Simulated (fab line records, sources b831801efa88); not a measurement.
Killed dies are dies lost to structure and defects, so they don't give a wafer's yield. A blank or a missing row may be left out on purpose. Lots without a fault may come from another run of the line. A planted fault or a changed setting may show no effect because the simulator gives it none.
A struck lot beside a sound one | flow sky130 | 14 steps out of a route of 708
Sound: wafers L810.2, L810.4, L810.6. Struck: wafers L803.2, L803.3, L803.6. The cause comes at the end.
At each step with rows: each side's tool, then ch and its chambers, then its first start. Under that, the readings that differ: sound wafers | struck wafers | difference of the means | sigmas: that difference in standard deviations of wafers without a fault.
alike: readings whose means differ by less than 2 such deviations, and words and numbers that are the same on both sides. not compared: withheld readings, readings that some wafer has no value for, bounds like >300 that may hide the same value, and numbers for which the record gives no deviation and whose values overlap.
The two part at a step that has a row with sigmas, a row that says differs or no value, or rows on one side only. Numbers that don't overlap but have no deviation are shown without sigmas and don't part them. A reading that every wafer of one side lacks parts them only if that side has two wafers or more.

first, 2 steps without rows for these wafers: SKY_METAL1_CLEAN_23 (cleans in O3/DIW); SKY_VIA1_HDPCVD_00 (deposits SiO2, target thk 1030 nm, time 171.7 s).
SKY_VIA1_THK_MEAS_01:
  sound on film_metro-02, day 39 12:13; struck on film_metro-04, day 37 10:58
  alike: VIA1_HDPCVD_THK
SKY_VIA1_CMP_02: polishes SiO2.
  sound on cmp-01 ch 0,2,3, day 39 12:16; struck on cmp-02 ch 0,3, day 37 11:04
  alike: motor_current_A
SKY_VIA1_BOW_MEAS_03:
  sound on film_metro-02, day 39 12:35; struck on film_metro-04, day 37 11:20
  alike: VIA1_BOW
then, 7 steps without rows for these wafers: SKY_VIA1_DEHYDRATE_04 (time 60 s); SKY_VIA1_HMDS_05 (prime time 60 s); SKY_VIA1_COAT_06 (resist thk 60 nm); SKY_VIA1_COAT_07 (resist thk 450 nm); SKY_VIA1_SOFTBAKE_08 (time 90 s); SKY_VIA1_EXPOSE_09 (exposes mask VIM, target cd 150 nm); SKY_VIA1_PEB_10.
SKY_VIA1_DEVELOP_11: develop time 60 s.
  sound on litho_track-01 ch 0, day 40 12:00; struck on litho_track-02, day 38 12:00
  no value came back on the struck wafers for chill_plate_temp_C (C), develop_time_s (s); on the sound wafers chill_plate_temp_C (C) reads 23.13 22.95 23.11
  reading                                     | sound             | struck            | difference | sigmas
  model.KrF-thick_of_VIA1_COAT_07.thk_nm (nm) | 435.1 436.2 436.8 | 450.6 451.7 451.3 | +15.2      |
SKY_VIA1_CD_MEAS_12: target cd 150 nm.
  sound on cd_sem-02, day 40 12:34; struck on cd_sem-01, day 38 12:28
  reading    | sound             | struck | difference                    | sigmas
  cd_nm (nm) | 148.8 149.6 147.3 | - - -  | no value on the struck wafers |

WHERE THEY PART
First at SKY_VIA1_DEVELOP_11; last, within this record, at SKY_VIA1_CD_MEAS_12.

WHY: what the simulator had put in
Skipped step whole: litho_track-02, from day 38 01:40 on, at SKY_VIA1_DEVELOP_11. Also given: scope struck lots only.
